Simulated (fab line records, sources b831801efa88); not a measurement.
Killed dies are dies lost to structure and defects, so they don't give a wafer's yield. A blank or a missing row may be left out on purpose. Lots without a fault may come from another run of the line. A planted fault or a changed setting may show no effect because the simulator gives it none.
Chamber matching | flow gf180mcu | GF_V3_CMP_04 on cmp-01: 4 sister chambers
The step polishes SiO2. 8 wafers are shown with their chamber, then 12 later ones without.

WAFERS WITH THEIR CHAMBER
wafer  | chamber | motor_current_A (A) | time_to_endpoint_s (s)
L085.1 | 0       | 11.2                | 79
L090.6 | 0       | 11.0                | 90
L091.2 | 1       | 11.1                | 75
L091.3 | 2       | 10.2                | 72
L091.5 | 2       | 10.6                | 80
L092.2 | 3       | 13.9                | 82
L092.3 | 1       | 11.3                | 74
L092.6 | 3       | 14.5                | 80

WAFERS WITHOUT THEIR CHAMBER
wafer  | motor_current_A (A) | time_to_endpoint_s (s)
L093.1 | 10.8                | 72
L093.4 | 14.4                | 89
L093.5 | 10.5                | 86
L094.3 | 11.1                | 87
L094.4 | 14.6                | 86
L094.6 | 10.9                | 75
L095.2 | 13.5                | 75
L095.3 | 10.7                | 80
L095.6 | 10.9                | 91
L096.1 | 10.9                | 72
L096.2 | 10.6                | 80
L096.3 | 10.7                | 82

WHICH CHAMBER EACH WENT THROUGH
wafer  | from the rows above          | in truth
L093.1 | can't be placed: 1 or 2 or 0 | 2
L093.4 | 3                            | 3
L093.5 | can't be placed: 2 or 0 or 1 | 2
L094.3 | 0                            | 0
L094.4 | 3                            | 3
L094.6 | can't be placed: 1 or 2 or 0 | 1
L095.2 | 3                            | 3
L095.3 | can't be placed: 2 or 0 or 1 | 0
L095.6 | 0                            | 0
L096.1 | can't be placed: 1 or 2 or 0 | 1
L096.2 | can't be placed: 2 or 0 or 1 | 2
L096.3 | can't be placed: 0 or 2 or 1 | 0
Placed correctly: 5 of 12. Can't be placed from these rows: 7 (the true chamber is among the candidates in 7). Placed wrongly: 0.
How it was worked out, from the rows above alone: a wafer's distance from a chamber is the root of the sum, over the readings, of the square of ((its reading less the chamber's mean) divided by the reading's scatter). The wafer belongs to the nearest chamber; if the next one is less than 2 further off, it can't be placed. A chamber's mean is the mean of its shown wafers. The scatter: the root of (the sum of the squares of (reading less its chamber's mean) over the shown wafers, divided by (wafers less chambers)).
